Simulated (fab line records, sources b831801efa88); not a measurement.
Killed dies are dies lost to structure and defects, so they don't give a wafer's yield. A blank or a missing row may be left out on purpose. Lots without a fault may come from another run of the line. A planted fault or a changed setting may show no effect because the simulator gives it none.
Which tool did it? | flow sky130 | 13 lots, 39 wafers sampled, at 5 steps of a route of 708

WHAT THE GAUGES READ, wafer by wafer
The record holds no reading of a measuring or inspecting step that can be judged against a usual standard deviation.

WHICH TOOL RAN EACH LOT (tool, then ch and the chambers of the sampled wafers, then the start)
lot  | SKY_FIELD_ISO_WET_ETCH_28      | SKY_PWDE_STRIP_09                   | SKY_LI_CONTACT_CMP_02         | SKY_LI_CONTACT_CVD_21         | SKY_PAD_OPEN_PROBE_99
L386 | wet_bench-04 ch 2, day 2 17:22 | plasma_asher-01 ch 0,1, day 4 05:37 | cmp-02 ch 0,1, day 28 15:53   | cvd_w-02 ch 0,1, day 29 20:28 | prober-01, day 46 00:18
L388 | wet_bench-01 ch 3, day 3 06:02 | plasma_asher-02 ch 0,1, day 4 18:52 | cmp-01 ch 1,2, day 29 13:40   | cvd_w-01 ch 0,1, day 30 18:12 | prober-02, day 46 17:03
L390 | wet_bench-01 ch 1, day 3 13:38 | plasma_asher-02 ch 0,1, day 5 03:46 | cmp-02 ch 0,3, day 30 04:32   | cvd_w-01 ch 0,1, day 31 09:03 | prober-01, day 47 06:13
L391 | wet_bench-04 ch 2, day 3 19:21 | plasma_asher-04 ch 0,1, day 5 08:56 | cmp-01 ch 0,2, day 30 13:28   | cvd_w-01 ch 0,1, day 31 18:57 | prober-02, day 47 13:07
L392 | wet_bench-04 ch 2, day 4 02:01 | plasma_asher-04 ch 0, day 5 19:04   | cmp-02 ch 0,3, day 31 01:43   | cvd_w-01 ch 0, day 32 05:12   | prober-01, day 47 20:12
L393 | wet_bench-04 ch 0, day 4 08:22 | plasma_asher-01 ch 0,1, day 6 00:11 | cmp-02 ch 2,3, day 31 13:40   | cvd_w-02 ch 0,1, day 32 17:37 | prober-02, day 48 04:06
L400 | wet_bench-04 ch 2, day 5 21:41 | plasma_asher-02 ch 0,1, day 7 15:27 | cmp-01 ch 0,2, day 33 16:48   | cvd_w-01 ch 0,1, day 34 18:05 | prober-01, day 49 23:07
L401 | wet_bench-03 ch 2, day 5 23:38 | plasma_asher-04 ch 0,1, day 7 21:40 | cmp-01 ch 0,1,2, day 34 01:01 | cvd_w-01 ch 0,1, day 35 02:10 | prober-02, day 50 01:59
L402 | wet_bench-01 ch 2, day 6 08:07 | plasma_asher-04 ch 0,1, day 8 04:38 | cmp-01 ch 1,2,3, day 34 06:13 | cvd_w-01 ch 0,1, day 35 07:18 | prober-01, day 50 04:09
L403 | wet_bench-01 ch 3, day 6 12:32 | plasma_asher-02 ch 0,1, day 8 09:49 | cmp-02 ch 0,1,3, day 34 14:01 | cvd_w-02 ch 0,1, day 35 14:39 | prober-02, day 50 10:30
L406 | wet_bench-03 ch 3, day 7 01:26 | plasma_asher-02 ch 0,1, day 8 21:46 | cmp-02 ch 0,1,2, day 35 03:07 | cvd_w-01 ch 0,1, day 36 06:13 | prober-01, day 50 19:24
L407 | wet_bench-01 ch 1, day 7 07:17 | plasma_asher-04 ch 0,1, day 9 06:04 | cmp-02 ch 1,2,3, day 35 10:52 | cvd_w-01 ch 0,1, day 36 13:13 | prober-01, day 50 20:22
L408 | wet_bench-04 ch 2, day 7 13:55 | plasma_asher-04 ch 0,1, day 9 11:33 | cmp-02 ch 0,3, day 36 02:37   | cvd_w-01 ch 0,1, day 37 05:01 | prober-01, day 51 07:40
- SKY_FIELD_ISO_WET_ETCH_28: etches SiO2 in dHF, target depth 23.7 nm, time 47 s.
- SKY_PWDE_STRIP_09: strips in O2/N2.
- SKY_LI_CONTACT_CMP_02: polishes PSG.
- SKY_LI_CONTACT_CVD_21: deposits W, target thk 400 nm, time 120.56 s.
- SKY_PAD_OPEN_PROBE_99

WHAT THE TOOLS THEMSELVES READ (means of the sampled wafers that have a number; where no wafer has one, the mark that the record gives instead)
SKY_FIELD_ISO_WET_ETCH_28.
lot  | tool         | bath_heat_duty_pct (%) | run_length_s (s)
L386 | wet_bench-04 | 4.1                    | 74
L388 | wet_bench-01 | 6.0                    | 79
L390 | wet_bench-01 | -                      | -
L391 | wet_bench-04 | -                      | -
L392 | wet_bench-04 | -                      | -
L393 | wet_bench-04 | 6.6                    | 80
L400 | wet_bench-04 | 4.3                    | 75
L401 | wet_bench-03 | 6.1                    | 80
L402 | wet_bench-01 | 6.3                    | 74
L403 | wet_bench-01 | 5.6                    | 72
L406 | wet_bench-03 | 6.7                    | 81
L407 | wet_bench-01 | 5.6                    | 73
L408 | wet_bench-04 | 4.5                    | 80

SKY_PWDE_STRIP_09.
lot  | tool            | chamber_pressure_mTorr (mTorr) | drypump_motor_current_A (A) | oes_product_au (a.u.) | strip_time_to_endpoint_s (s)
L386 | plasma_asher-01 | 1500.0                         | 5.4                         | 0.723                 | 36.94
L388 | plasma_asher-02 | 1500.5                         | 5.9                         | 0.723                 | 37.06
L390 | plasma_asher-02 | 1500.3                         | 5.9                         | 0.722                 | 36.97
L391 | plasma_asher-04 | 1499.8                         | 5.4                         | 0.724                 | 36.84
L392 | plasma_asher-04 | 1499.0                         | 5.6                         | 0.724                 | 36.96
L393 | plasma_asher-01 | 1499.5                         | 5.4                         | 0.725                 | 36.92
L400 | plasma_asher-02 | 1500.8                         | 5.9                         | 0.718                 | 37.14
L401 | plasma_asher-04 | 1500.4                         | 5.1                         | 0.722                 | 36.79
L402 | plasma_asher-04 | 1501.9                         | 5.4                         | 0.719                 | 36.90
L403 | plasma_asher-02 | 1499.3                         | 5.9                         | 0.723                 | 37.02
L406 | plasma_asher-02 | 1500.9                         | 6.0                         | 0.724                 | 36.93
L407 | plasma_asher-04 | 1501.1                         | 5.1                         | 0.718                 | 36.89
L408 | plasma_asher-04 | 1499.6                         | 5.4                         | 0.723                 | 36.81

SKY_LI_CONTACT_CMP_02.
lot  | tool   | motor_current_A (A) | time_to_endpoint_s (s)
L386 | cmp-02 | 12.2                | 30.1
L388 | cmp-01 | 9.8                 | 26.3
L390 | cmp-02 | 12.1                | 29.5
L391 | cmp-01 | 11.6                | 32.5
L392 | cmp-02 | 12.4                | 32.7
L393 | cmp-02 | 12.4                | 34.1
L400 | cmp-01 | 10.4                | 31.1
L401 | cmp-01 | 11.0                | 33.2
L402 | cmp-01 | 10.3                | 28.7
L403 | cmp-02 | 12.6                | 32.7
L406 | cmp-02 | 12.4                | 31.1
L407 | cmp-02 | 12.6                | 33.0
L408 | cmp-02 | 12.1                | 34.4

SKY_LI_CONTACT_CVD_21.
lot  | tool     | heater_power_w (W)
L386 | cvd_w-02 | 1044
L388 | cvd_w-01 | 843
L390 | cvd_w-01 | 882
L391 | cvd_w-01 | 867
L392 | cvd_w-01 | 921
L393 | cvd_w-02 | 984
L400 | cvd_w-01 | 888
L401 | cvd_w-01 | 897
L402 | cvd_w-01 | 899
L403 | cvd_w-02 | 1001
L406 | cvd_w-01 | 839
L407 | cvd_w-01 | 841
L408 | cvd_w-01 | 878

SKY_PAD_OPEN_PROBE_99.
lot  | tool      | killed_at_M0_to_M3 | killed_at_M4_up | killed_at_contacts | killed_at_front_end | killed_at_other | killed_dies | killed_on_rim | killed_open | killed_short
L386 | prober-01 | 42                 | 4.0             | 25                 | 12                  | 0.0             | 83          | 18            | 47          | 35
L388 | prober-02 | 42                 | 3.3             | 28                 | 12                  | 0.3             | 87          | 16            | 45          | 41
L390 | prober-01 | 34                 | 2.0             | 28                 | 16                  | 0.3             | 80          | 17            | 47          | 33
L391 | prober-02 | 38                 | 5.0             | 23                 | 14                  | 0.7             | 80          | 19            | 42          | 38
L392 | prober-01 | 49                 | 4.0             | 30                 | 16                  | 1.0             | 100         | 20            | 57          | 43
L393 | prober-02 | 52                 | 2.3             | 35                 | 16                  | 0.0             | 105         | 20            | 56          | 49
L400 | prober-01 | 36                 | 2.7             | 20                 | 13                  | 0.3             | 71          | 15            | 37          | 34
L401 | prober-02 | 47                 | 3.3             | 16                 | 14                  | 0.0             | 80          | 17            | 44          | 35
L402 | prober-01 | 38                 | 2.3             | 24                 | 14                  | 0.3             | 78          | 20            | 43          | 35
L403 | prober-02 | 47                 | 2.3             | 22                 | 13                  | 0.0             | 84          | 19            | 47          | 37
L406 | prober-01 | 48                 | 2.7             | 26                 | 15                  | 0.0             | 91          | 19            | 44          | 48
L407 | prober-01 | 42                 | 3.3             | 26                 | 13                  | 0.0             | 85          | 15            | 52          | 33
L408 | prober-01 | 47                 | 3.3             | 21                 | 11                  | 0.0             | 83          | 17            | 44          | 39

THE ANSWER, worked out from the rows above alone
Rule: what is usual is taken from the lots themselves. Put in order of their means at a reading, lots are off if they are a third of the lots or fewer, leave a main group of 4 or more, and stand apart from it by a gap of 3 or more times the standard deviation of the main group's means; of several such gaps the widest counts. A main group whose means are all the same, to the digits that the tables above print for the reading, isn't used. A lot without any number at a reading at which 4 lots or more have one is off too. The other lots that the step has rows for count as sound. The gauges are gone through in route order, then the tools' own readings, and for those a lot's mean is taken as printed above. The first step at which some lot is off is used, and at that step the reading that is off furthest; a lot without a number counts as furthest.
Off: L390, L391, L392, at SKY_FIELD_ISO_WET_ETCH_28 (bath_heat_duty_pct). Without a number there: L390, L391, L392. The main group: mean 5.6 %, standard deviation 0.91.
A tool fits if, at that step or a process step before it, it ran every lot that is off, and no sound lot after the first of them. None of those tried fits.

WHAT THE SIMULATOR HAD PUT IN
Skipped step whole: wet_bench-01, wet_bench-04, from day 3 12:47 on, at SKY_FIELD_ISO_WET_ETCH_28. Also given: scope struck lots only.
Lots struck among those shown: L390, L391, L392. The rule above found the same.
